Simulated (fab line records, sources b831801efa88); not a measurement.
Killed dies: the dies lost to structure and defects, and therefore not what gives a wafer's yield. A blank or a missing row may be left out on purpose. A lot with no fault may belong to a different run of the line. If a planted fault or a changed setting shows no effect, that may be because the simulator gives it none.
fab line records	flow sky130
[record] lots = 12	wafers = 36	last_day = 50
route steps=708 shown PWDE@53 POLY_GATE@218 LDD_HVP@288 POLY_CUT@315
lots that met no fault: from a run of the same line without faults
start_h: hours from the record's opening day to when the first of the lot's shown wafers began	wait_h: hours elapsed since this lot's preceding step	" unchanged from the row above	L1.1+2: one row covering several wafers at once	- either no value or no given start	* or withheld: withheld	< > ~ a bound
route shown NAME@n: NAME is a module with steps in the file, n the number in the route of the first one	usual: the fault-free wafers' mean and standard deviation	same: alike in all rows	chamber/n: place in a boat	sites: per-site readings	_std_site: their standard deviation	_edge_site: the outer-site mean with the inner-site mean subtracted	radius_mm: for every site, how far away it sits from the centre of the wafer	mask NAME#n: copy n	behind: the tool/chamber that last shaped the wafer	hold: the reason the lot was held/the length of the hold in hours/how it ended	device: the transistor (n, p or np) that didn't switch	end of line: tests run on the same wafers once the route is complete	a step given without rows: its recipe and nothing more	killed: count of dies lost to structure and defects at first sort (not the wafer's yield)	map: dies across one wafer; x = killed, . = not, _ = none there
set.NAME: the setting that was run; set.NAME@STEP: the one run at that earlier step	model.NAME: the simulator's own value behind a step, which no gauge read
steps of the route over a sample of lots; a table a step, a row a wafer
services: the hour from which a tool's chamber was out of use, counted from the record's first day as start_h (under 0 if before that day), plus the number of hours and why
[[steps]]
[step SKY_PWDE_IMPLANT_08]
[recipe] species = B	energy_kev = 150	dose_cm2 = 3.6e+12	tilt_deg = withheld
[usual] dose_ions_cm2 = 3.6e+12/4e+09	faraday_current_uA = 20.3/0.44
lot.wafer	tool	chamber	start_h	wait_h	dose_ions_cm2	faraday_current_uA
L173.1	implanter-01	0	78.51	0.0	3.603e+12	21.0
L173.3	"	0	"	"	3.605e+12	19.9
L173.6	"	0	"	"	3.606e+12	20.3
L176.1	implanter-01	0	98.52	0.0	3.603e+12	20.5
L176.2	"	0	"	"	3.598e+12	21.1
L176.4	"	0	"	"	3.593e+12	20.1
L179.2	implanter-04	0	114.40	0.0	3.6e+12	20.7
L179.3	"	0	"	"	3.606e+12	20.8
L179.5	"	0	"	"	3.61e+12	20.4
L180.1	implanter-04	0	119.26	0.0	3.597e+12	20.1
L180.3	"	0	"	"	3.598e+12	20.0
L180.5	"	0	"	"	3.597e+12	19.8
L181.1	implanter-03	0	125.34	0.0	3.597e+12	20.5
L181.2	"	0	"	"	3.596e+12	20.5
L181.6	"	0	"	"	3.593e+12	21.1
L182.3	implanter-04	0	130.14	0.1	3.6e+12	19.6
L182.4	"	0	"	"	3.601e+12	20.1
L182.5	"	0	"	"	3.602e+12	20.7
L183.1	implanter-03	0	137.51	0.0	3.601e+12	20.2
L183.2	"	0	"	"	3.599e+12	20.4
L183.4	"	0	"	"	3.608e+12	20.0
L186.1	implanter-04	0	150.76	0.0	3.603e+12	20.6
L186.3	"	0	"	"	3.598e+12	20.7
L186.5	"	0	"	"	3.6e+12	19.9
L188.1	implanter-04	0	165.49	0.0	3.601e+12	21.1
L188.3	"	0	"	"	3.608e+12	20.5
L188.5	"	0	"	"	3.603e+12	20.3
L191.3	implanter-04	0	185.04	0.1	3.312e+12	17.6
L191.4	"	0	"	"	3.302e+12	18.3
L191.5	"	0	"	"	3.306e+12	18.8
L192.2	implanter-03	0	192.02	0.0	3.604e+12	21.0
L192.3	"	0	"	"	3.599e+12	19.7
L192.6	"	0	"	"	3.597e+12	20.1
L193.1	implanter-04	0	196.87	0.0	3.302e+12	18.8
L193.3	"	0	"	"	3.305e+12	19.1
L193.6	"	0	"	"	3.309e+12	18.7
[step SKY_PWDE_TW_MEAS_10]
[usual] PWDE_TW = 373.6/1.9
lot.wafer	tool	chamber	start_h	wait_h	PWDE_TW
L173.1	film_metro-04	-	78.76	0.1	374.2
L173.3	"	-	"	"	369.0
L173.6	"	-	"	"	372.8
L176.1	film_metro-04	-	98.82	0.1	370.8
L176.2	"	-	"	"	371.6
L176.4	"	-	"	"	369.9
L179.2	film_metro-02	-	114.63	0.1	373.5
L179.3	"	-	"	"	375.0
L179.5	"	-	"	"	374.4
L180.1	film_metro-02	-	119.51	0.1	371.9
L180.3	"	-	"	"	373.0
L180.5	"	-	"	"	373.1
L181.1	film_metro-03	-	125.59	0.1	371.8
L181.2	"	-	"	"	375.4
L181.6	"	-	"	"	373.4
L182.3	film_metro-04	-	130.36	0.1	372.8
L182.4	"	-	"	"	373.3
L182.5	"	-	"	"	374.5
L183.1	film_metro-04	-	137.76	0.1	374.6
L183.2	"	-	"	"	373.6
L183.4	"	-	"	"	372.1
L186.1	film_metro-02	-	151.01	0.1	374.6
L186.3	"	-	"	"	374.8
L186.5	"	-	"	"	376.4
L188.1	film_metro-02	-	165.74	0.1	374.8
L188.3	"	-	"	"	372.6
L188.5	"	-	"	"	374.4
L191.3	film_metro-03	-	185.26	0.1	366.6
L191.4	"	-	"	"	365.8
L191.5	"	-	"	"	365.4
L192.2	film_metro-03	-	192.25	0.1	373.3
L192.3	"	-	"	"	375.1
L192.6	"	-	"	"	374.3
L193.1	film_metro-02	-	197.12	0.1	362.1
L193.3	"	-	"	"	363.5
L193.6	"	-	"	"	365.5
[step SKY_NWELL_RS_MEAS_31]
[recipe] thk_meas_gauge = four-point-probe
[usual] PWDE_RS = 5282/17
lot.wafer	tool	chamber	start_h	wait_h	PWDE_RS[ohm/sq]
L173.1	film_metro-02	-	115.76	0.1	5285
L173.3	"	-	"	"	5280
L173.6	"	-	"	"	5280
L176.1	film_metro-03	-	138.41	0.1	5240
L176.2	"	-	"	"	5263
L176.4	"	-	"	"	5272
L179.2	film_metro-02	-	152.80	0.1	5258
L179.3	"	-	"	"	5283
L179.5	"	-	"	"	5266
L180.1	film_metro-04	-	158.60	0.1	5274
L180.3	"	-	"	"	5292
L180.5	"	-	"	"	5277
L181.1	film_metro-04	-	164.70	0.1	5323
L181.2	"	-	"	"	5303
L181.6	"	-	"	"	5327
L182.3	film_metro-02	-	170.17	0.1	5280
L182.4	"	-	"	"	5286
L182.5	"	-	"	"	5282
L183.1	film_metro-02	-	177.42	0.1	5277
L183.2	"	-	"	"	5284
L183.4	"	-	"	"	5289
L186.1	film_metro-03	-	192.87	0.1	5278
L186.3	"	-	"	"	5272
L186.5	"	-	"	"	5287
L188.1	film_metro-03	-	209.47	0.1	5265
L188.3	"	-	"	"	5290
L188.5	"	-	"	"	5275
L191.3	film_metro-02	-	230.04	0.1	5690
L191.4	"	-	"	"	5674
L191.5	"	-	"	"	5695
L192.2	film_metro-02	-	238.11	0.1	5277
L192.3	"	-	"	"	5289
L192.6	"	-	"	"	5288
L193.1	film_metro-04	-	242.81	0.1	5675
L193.3	"	-	"	"	5694
L193.6	"	-	"	"	5665
[step SKY_POLY_GATE_THK_MEAS_04]
[recipe] reads = Si3N4_of_POLY_GATE_CVD_03
[usual] POLY_GATE_CVD_03_THK = 75.3/0.92
lot.wafer	tool	chamber	start_h	wait_h	POLY_GATE_CVD_03_THK[nm]
L173.1	film_metro-01	-	359.34	0.0	74.7
L173.3	"	-	"	"	74.7
L173.6	"	-	"	"	74.5
L176.1	film_metro-03	-	386.47	0.0	74.9
L176.2	"	-	"	"	75.0
L176.4	"	-	"	"	74.7
L179.2	film_metro-03	-	411.71	0.0	75.1
L179.3	"	-	"	"	75.0
L179.5	"	-	"	"	74.8
L180.1	film_metro-03	-	420.83	0.0	75.6
L180.3	"	-	"	"	75.9
L180.5	"	-	"	"	75.9
L181.1	film_metro-04	-	430.04	0.0	75.2
L181.2	"	-	"	"	75.0
L181.6	"	-	"	"	74.6
L182.3	film_metro-04	-	444.20	0.0	76.4
L182.4	"	-	"	"	75.6
L182.5	"	-	"	"	76.1
L183.1	film_metro-01	-	449.27	0.0	75.2
L183.2	"	-	"	"	74.9
L183.4	"	-	"	"	75.0
L186.1	film_metro-01	-	473.73	0.0	76.1
L186.3	"	-	"	"	75.7
L186.5	"	-	"	"	76.0
L188.1	film_metro-01	-	493.56	0.0	73.9
L188.3	"	-	"	"	74.5
L188.5	"	-	"	"	74.0
L191.3	film_metro-04	-	518.46	0.0	74.5
L191.4	"	-	"	"	74.8
L191.5	"	-	"	"	74.7
L192.2	film_metro-01	-	531.61	0.0	73.5
L192.3	"	-	"	"	74.0
L192.6	"	-	"	"	73.6
L193.1	film_metro-04	-	536.75	0.0	75.9
L193.3	"	-	"	"	75.8
L193.6	"	-	"	"	75.9
[step SKY_LDD_HVP_TW_MEAS_10]
[usual] LDD_HVP_TW = 455.1/2.3
lot.wafer	tool	chamber	start_h	wait_h	LDD_HVP_TW
L173.1	film_metro-02	-	513.46	0.1	454.6
L173.3	"	-	"	"	456.4
L173.6	"	-	"	"	456.2
L176.1	film_metro-02	-	542.37	0.1	457.3
L176.2	"	-	"	"	460.1
L176.4	"	-	"	"	458.1
L179.2	film_metro-02	-	566.88	0.1	453.5
L179.3	"	-	"	"	454.3
L179.5	"	-	"	"	456.1
L180.1	film_metro-01	-	575.76	0.1	452.7
L180.3	"	-	"	"	455.0
L180.5	"	-	"	"	455.2
L181.1	film_metro-01	-	585.07	0.1	458.8
L181.2	"	-	"	"	458.5
L181.6	"	-	"	"	460.5
L182.3	film_metro-02	-	596.68	0.1	457.7
L182.4	"	-	"	"	455.5
L182.5	"	-	"	"	455.7
L183.1	film_metro-01	-	605.31	0.1	456.8
L183.2	"	-	"	"	458.1
L183.4	"	-	"	"	457.1
L186.1	film_metro-04	-	627.16	0.1	454.5
L186.3	"	-	"	"	451.8
L186.5	"	-	"	"	452.1
L188.1	film_metro-04	-	646.62	0.1	450.5
L188.3	"	-	"	"	452.4
L188.5	"	-	"	"	451.5
L191.3	film_metro-04	-	670.18	0.1	459.4
L191.4	"	-	"	"	455.0
L191.5	"	-	"	"	454.1
L192.2	film_metro-01	-	679.37	0.1	455.1
L192.3	"	-	"	"	455.2
L192.6	"	-	"	"	455.5
L193.1	film_metro-01	-	685.71	0.1	456.4
L193.3	"	-	"	"	458.3
L193.6	"	-	"	"	452.7
[step SKY_POLY_CUT_CD_MEAS_08]
[recipe] target_cd_nm = 270
[usual] cd_nm = 270.0/1.6
lot.wafer	tool	chamber	start_h	wait_h	cd_nm
L173.1	cd_sem-01	-	576.07	-	267.6
L173.3	"	-	"	"	269.1
L173.6	"	-	"	"	270.3
L176.1	cd_sem-02	-	603.51	-	268.6
L176.2	"	-	"	"	269.2
L176.4	"	-	"	"	268.9
L179.2	cd_sem-01	-	628.69	-	269.8
L179.3	"	-	"	"	269.6
L179.5	"	-	"	"	269.8
L180.1	cd_sem-01	-	636.23	-	271.0
L180.3	"	-	"	"	273.1
L180.5	"	-	"	"	271.3
L181.1	cd_sem-02	-	645.16	-	267.7
L181.2	"	-	"	"	267.4
L181.6	"	-	"	"	268.1
L182.3	cd_sem-02	-	656.31	-	270.1
L182.4	"	-	"	"	270.8
L182.5	"	-	"	"	269.2
L183.1	cd_sem-01	-	666.17	-	270.2
L183.2	"	-	"	"	268.1
L183.4	"	-	"	"	269.9
L186.1	cd_sem-02	-	686.21	-	271.2
L186.3	"	-	"	"	270.7
L186.5	"	-	"	"	271.4
L188.1	cd_sem-01	-	705.22	-	272.0
L188.3	"	-	"	"	273.2
L188.5	"	-	"	"	272.2
L191.3	cd_sem-02	-	727.96	-	270.4
L191.4	"	-	"	"	269.7
L191.5	"	-	"	"	269.1
L192.2	cd_sem-02	-	737.25	-	270.8
L192.3	"	-	"	"	271.0
L192.6	"	-	"	"	268.0
L193.1	cd_sem-01	-	743.48	-	272.5
L193.3	"	-	"	"	269.9
L193.6	"	-	"	"	271.8
[[services]]
tool	chamber	start_h	hours	kind
implanter-01	-	64.90	1.7	repair
implanter-03	-	86.51	3.7	pm
implanter-03	-	116.91	1.0	repair
implanter-03	-	132.59	3.5	pm
[[key]]
[first_sign] step = SKY_PWDE_IMPLANT_08	reading = dose_ions_cm2	direction = down	sigmas = 74	usual = *	struck = *
[effect] step = SKY_PWDE_IMPLANT_08	reading = faraday_current_uA	direction = down	sigmas = 4.1	usual = 20.3	struck = 18.5
[effect] step = SKY_PWDE_TW_MEAS_10	reading = PWDE_TW	direction = down	sigmas = 4.7	usual = 373.6	struck = 364.8
[effect] step = SKY_NWELL_RS_MEAS_31	reading = PWDE_RS	direction = up	sigmas = 23	usual = 5282	struck = 5682
met_at SKY_PWDE_IMPLANT_08
struck_lots L191,L193
tester_left_out L191,L193
not_acting_at SKY_POLY_GATE_THK_MEAS_04,SKY_LDD_HVP_TW_MEAS_10,SKY_POLY_CUT_CD_MEAS_08
onset_between 165.49 185.04
[fault] kind = process_parameter_drift	tool = implanter-04	chamber = -	onset_h = 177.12	steps = SKY_PWDE_IMPLANT_08	channel = dose_cm2	offset = *	shape = step	end_h = 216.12	acts_in = *	stated = *
// tester_left_out: of these lots the tester's yield and bins aren't shown, on N5 and GAA mostly nor the transistor test; their killed dies are dies lost to structure and defects alone, not to doping, threshold or leakage, so they don't give the yield
